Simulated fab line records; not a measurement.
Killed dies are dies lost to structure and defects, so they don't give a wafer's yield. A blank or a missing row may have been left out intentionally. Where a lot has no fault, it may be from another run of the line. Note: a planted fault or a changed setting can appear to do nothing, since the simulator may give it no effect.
Comparing a struck lot with a sound one :: flow sky130 :: 32 steps out of a route of 708
Sound: the wafers L362.2, L362.3, L362.4. Struck: wafer L374.3. (L374.1, L374.4 of the same lot were not struck and are left out.) The cause comes at the end.
Order at every step that has rows: each side's tool, ch and its chambers, its first start. Under that, the readings that differ: sound wafers :: struck wafers :: difference of the means :: sigmas: that difference in standard deviations of wafers without a fault.
alike: words and numbers the same on both sides, and readings whose means are apart by under 2 such deviations; not compared: readings that were withheld, readings missing a value for some wafer, numbers with overlapping values and no deviation given by the record, and bounds like >300 which may hide the same value.
The two part at a step that has a row with sigmas, a row that says differs or no value, or rows on one side only. Numbers that don't overlap but have no deviation are shown without sigmas and don't part them. A reading missing from all wafers of one side parts the sides only when that side holds two or more wafers.

SKY_CAPM_THK_MEAS_01:
  sound on film_metro-04, day 39 18:43; struck on film_metro-01, day 42 19:16
  alike: CAPM_CVD_00_THK
SKY_CAPM_SPUTTER_02: material TiN, target thk 200 nm, time 166.7 s.
  sound on pvd_sputter-02, day 39 18:46; struck on pvd_sputter-01, day 42 19:19
  alike: susceptor_temp_C, throttle_valve_pct
SKY_CAPM_RS_MEAS_03: the measuring method here is four-point-probe.
  sound on film_metro-01, day 39 18:53; struck on film_metro-04, day 42 19:26
  alike: CAPM_TIN_RS
SKY_CAPM_THK_MEAS_04: measures by xrf.
  sound on film_metro-01, day 39 19:00; struck on film_metro-04, day 42 19:33
  alike: CAPM_TIN_THK
then, 7 steps without rows for these wafers: SKY_CAPM_DEHYDRATE_05 (time 60 s); SKY_CAPM_HMDS_06 (prime time 60 s); SKY_CAPM_COAT_07 (resist thk 1140 nm); SKY_CAPM_SOFTBAKE_08 (time 60 s); SKY_CAPM_EXPOSE_09 (exposes mask CAPM, target cd 1000 nm); SKY_CAPM_PEB_10; SKY_CAPM_DEVELOP_11 (develop time 60 s).
SKY_CAPM_OVL_MEAS_12:
  sound on overlay-01, day 40 19:39; struck on overlay-02, day 43 17:44
  alike: CAPM_OVL
SKY_CAPM_METAL_ETCH_13: etches TiN in Cl2/BCl3, stops on SiO2, target depth 220 nm, time 62.9 s.
  sound on rie_metal-03 ch 1, day 40 19:43; struck on rie_metal-03 ch 1, day 43 17:47
reading: bias_w (W)
sound: 48.67 48.65 48.42
struck: 55.04
difference: +6.46
sigmas: +46

reading: model.NOVOLAK_of_CAPM_COAT_07.thk_nm (nm)
sound: 990.3 988.5 989.3
struck: 985.7
difference: -3.7
sigmas: 

reading: model.SiO2_of_CAPM_CVD_00.thk_nm (nm)
sound: 15.32 15.51 15.54
struck: 14.21
difference: -1.25
sigmas: 
  alike: drypump_motor_current_A, oes_product_au, throttle_valve_pct
  not compared: rf_hours_counter_h
SKY_CAPM_STRIP_14: strips in O2/N2.
  sound on plasma_asher-03 ch 0,1, day 40 19:50; struck on plasma_asher-01 ch 1, day 43 17:52
  alike: drypump_motor_current_A, o2_flow_sccm, oes_product_au, strip_time_to_endpoint_s
  not compared: rf_hours_counter_h
then, 11 steps without rows for these wafers: SKY_CAPM_STRIP_15 (strips in post etch residue remover, time 1200 s); SKY_CAPM_CLEAN_16 (cleans in IPA, time 180 s); SKY_CAPM_CLEAN_17 (cleans in O3/DIW); SKY_METAL3_DEHYDRATE_05 (time 60 s); SKY_METAL3_HMDS_06 (prime time 60 s); SKY_METAL3_COAT_07 (resist thk 60 nm); SKY_METAL3_COAT_08 (resist thk 1140 nm); SKY_METAL3_SOFTBAKE_09 (time 90 s); SKY_METAL3_EXPOSE_10 (exposes mask MM3, target cd 300 nm); SKY_METAL3_PEB_11; SKY_METAL3_DEVELOP_12 (develop time 60 s).
SKY_METAL3_CD_MEAS_13: target cd 300 nm.
  sound on cd_sem-02, day 41 20:03; struck on cd_sem-01, day 44 16:48
  alike: cd_nm
SKY_METAL3_OVL_MEAS_14:
  sound on overlay-01, day 41 20:09; struck on overlay-01, day 44 16:55
  alike: METAL3_OVL
SKY_METAL3_DESCUM_15: chemistry O2, time 8 s.
  sound on rie_metal-03 ch 0,1, day 41 20:11; struck on rie_metal-04 ch 1, day 44 16:57
  alike: drypump_motor_current_A, oes_product_au
  not compared: rf_hours_counter_h
SKY_METAL3_ETCH_16: etches BARC in N2/H2, stops on SiO2, time 88.2 s, target depth 60 nm.
  sound on rie_metal-03 ch 0,1, day 41 20:13; struck on rie_metal-04 ch 1, day 44 16:59
  alike: bias_w, drypump_motor_current_A, oes_product_au, throttle_valve_pct
  not compared: rf_hours_counter_h
SKY_METAL3_ETCH_17: etches SiO2 in C4F8/O2/Ar, stops on TiN, time 3.9 s, target depth 15 nm.
  sound on rie_diel-01 ch 1,2,3, day 41 20:19; struck on rie_diel-01 ch 2, day 44 17:05
reading: oes_product_au (a.u.)
sound: 0.755 0.756 0.755
struck: 0.721
difference: -0.034
sigmas: -5

reading: model.etch.depth_nm (nm)
sound: 15.32 15.51 15.54
struck: 14.21
difference: -1.25
sigmas: 
  alike: bias_w
  not compared: rf_hours_counter_h
SKY_METAL3_METAL_ETCH_18: etches the open film in Cl2/BCl3, stops on SiO2, target depth 845 nm, time 183.1 s.
  sound on rie_metal-02 ch 0,1, day 41 20:20; struck on rie_metal-03 ch 0, day 44 17:06
  alike: bias_w, drypump_motor_current_A, oes_product_au, throttle_valve_pct
  not compared: rf_hours_counter_h
-- the record jumps here: 6 days lie between the struck wafers' starts before and after (it left off in module METAL3 and takes up again in module PAD_OPEN, whose first step shown is number 708 of the route) --
SKY_PAD_OPEN_PROBE_99:
  sound on prober-01, day 48 11:35; struck on prober-02, day 50 17:08
reading: killed_at_front_end
sound: 23 17 16
struck: 7
difference: -12
sigmas: -3
  alike: defect_limited_yield, killed_at_M0_to_M3, killed_at_M4_up, killed_at_contacts, killed_at_other, killed_dies, killed_open, killed_short, sort_bin_3_pad_short, sort_bin_5_function, sort_bin_6_memory, sort_n_pass, sort_yield_pct

== WHERE THEY PART ==
Earliest at SKY_CAPM_METAL_ETCH_13; latest, in this record, at SKY_PAD_OPEN_PROBE_99.

WHY: what the simulator had put in
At SKY_CAPM_METAL_ETCH_13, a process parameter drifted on rie_metal-03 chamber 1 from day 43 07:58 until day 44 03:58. Setting bias_w shifted by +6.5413 from 48.5. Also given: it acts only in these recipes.
